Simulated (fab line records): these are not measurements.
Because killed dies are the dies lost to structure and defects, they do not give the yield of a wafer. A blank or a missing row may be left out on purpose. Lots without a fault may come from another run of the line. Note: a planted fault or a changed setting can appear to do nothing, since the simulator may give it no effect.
Chamber matching ; flow gf180mcu ; cmp-01 running GF_V5_CMP_04: 4 sister chambers
The step polishes SiO2. 8 wafers are shown with their chamber, then 7 later ones without.

EACH WAFER AND ITS CHAMBER
wafer;chamber;motor_current_A (A)
L994.2;2;14.2
L994.5;0;10.1
L994.6;1;13.3
L995.2;1;13.4
L995.4;3;12.8
L995.6;2;13.9
L998.3;0;9.4
L998.4;3;13.0

WAFERS WITHOUT THEIR CHAMBER
wafer;motor_current_A (A)
L998.5;12.8
L999.4;13.7
L999.5;12.4
L999.6;13.2
L107.2;9.8
L107.4;14.0
L107.5;13.6

CHAMBER TAKEN BY EACH
wafer;from the rows above;in truth
L998.5;can't be placed: 3 or 1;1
L999.4;can't be placed: 1 or 2 or 3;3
L999.5;can't be placed: 3 or 1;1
L999.6;can't be placed: 1 or 3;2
L107.2;0;0
L107.4;2;2
L107.5;can't be placed: 1 or 2 or 3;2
2 of 7 placed correctly. These rows do not allow placing 5 (true chamber among the candidates in 4). Placed wrongly: 0.
How it was worked out, from the rows above alone: a wafer's distance from a chamber is the root of the sum, over the readings, of the square of ((its reading less the chamber's mean) divided by the reading's scatter). The wafer belongs to the nearest chamber; if the next one is less than 2 further off, it can't be placed. For every chamber, the mean is computed from those of its wafers that are shown. The scatter: the root of (the sum of the squares of (reading less its chamber's mean) over the shown wafers, divided by (wafers less chambers)).
